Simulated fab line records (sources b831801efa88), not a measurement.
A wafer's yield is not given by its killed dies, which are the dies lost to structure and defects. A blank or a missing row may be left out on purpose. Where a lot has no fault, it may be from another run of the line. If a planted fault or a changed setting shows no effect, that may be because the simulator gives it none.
Struck lot and sound lot, side by side    flow gf180mcu    14 steps out of a route of 602
Sound: wafers L385.1, L385.3, L385.5. Struck: wafers L391.1, L391.2, L391.5. The cause is given at the end.
Each step with rows lists, per side, the tool, then ch with its chambers, then its first start. Under that, the readings that differ: sound wafers    struck wafers    difference of the means    sigmas: that difference in standard deviations of wafers without a fault.
alike: readings whose means differ by less than 2 such deviations, and words and numbers that are the same on both sides. not compared: withheld readings, readings that some wafer has no value for, bounds like >300 that may hide the same value, and numbers for which the record gives no deviation and whose values overlap.
A row with sigmas, a row that says differs or no value, or rows on one side alone: a step with any of these is where the two part. Numbers that have no deviation but don't overlap get no sigmas and don't part them. Lack of a reading on every wafer of one side parts them only where that side has two or more wafers.

GF_PSD_STRIP_10: strips in O2/N2.
  sound on plasmaAsher-03 ch 1, day 13 22:42; struck on plasmaAsher-01 ch 0,1, day 16 00:18
  alike: drypumpMotorCurrentA, heaterPowerW, oesProductAu, stripTimeToEndpointS
  not compared: rfHoursCounterH
GF_PSD_TW_MEAS_11:
  struck on filmMetro-04, day 16 00:24; sound on filmMetro-04, day 13 22:48
  alike: PSD_TW
then, 1 step without rows for these wafers: GF_PSD_CLEAN_12 (cleans in SC1/SC2, time 150 s).
GF_PSD_RTA_13: time 20 s.
  sound on rtpAnneal-01 ch 0, day 13 22:55; struck on rtpAnneal-02 ch 0, day 16 00:34
reading           sound           struck          difference  sigmas
lampPowerPct (%)  34.1 34.2 34.1  28.8 28.8 28.8  -5.3        -2
  alike: wafer_temp_C_max
GF_PSD_RS_MEAS_14: measures by four-point-probe.
  struck on filmMetro-02, day 16 00:38; sound on filmMetro-04, day 13 23:00
  alike: NSD_RS
GF_PSD_RS_MEAS_15: measures by four-point-probe.
  struck on filmMetro-02, day 16 00:46; sound on filmMetro-04, day 13 23:07
  alike: PSD_RS
GF_SAB_CVD_00: deposits SiO2 from TEOS, target thk 50 nm, time 4.9302 s.
  sound on pecvd-02 ch 1,2, day 13 23:14; struck on pecvd-02 ch 0,1,2, day 16 00:53
  alike: heaterPowerW
  not compared: sinceWetCleanH
GF_SAB_THK_MEAS_01:
  struck on filmMetro-04, day 16 00:54; sound on filmMetro-02, day 13 23:16
  alike: SAB_CVD_00_THK
then, 4 steps without rows for these wafers: GF_SAB_DEHYDRATE_02 (time 60 s); GF_SAB_HMDS_03 (prime time 60 s); GF_SAB_COAT_04 (resist thk 1000 nm); GF_SAB_SOFTBAKE_05 (time 60 s).
GF_SAB_EXPOSE_06: exposes mask SAB, target cd 420 nm.
  sound on ilineStepper-02 ch 0, day 14 08:34; struck on ilineStepper-01, day 16 11:46
  no value came back on the struck wafers for exposureDoseMJCm2, focusOffsetNm (nm); on the sound wafers exposureDoseMJCm2 reads 139.98 140.04 140.02
  alike: mask
following that, these wafers have no rows for 1 step: GF_SAB_PEB_07.

== WHERE THEY PART ==
At GF_PSD_RTA_13 first; at GF_SAB_EXPOSE_06 last (within this record only).

WHY: the cause the simulator had injected
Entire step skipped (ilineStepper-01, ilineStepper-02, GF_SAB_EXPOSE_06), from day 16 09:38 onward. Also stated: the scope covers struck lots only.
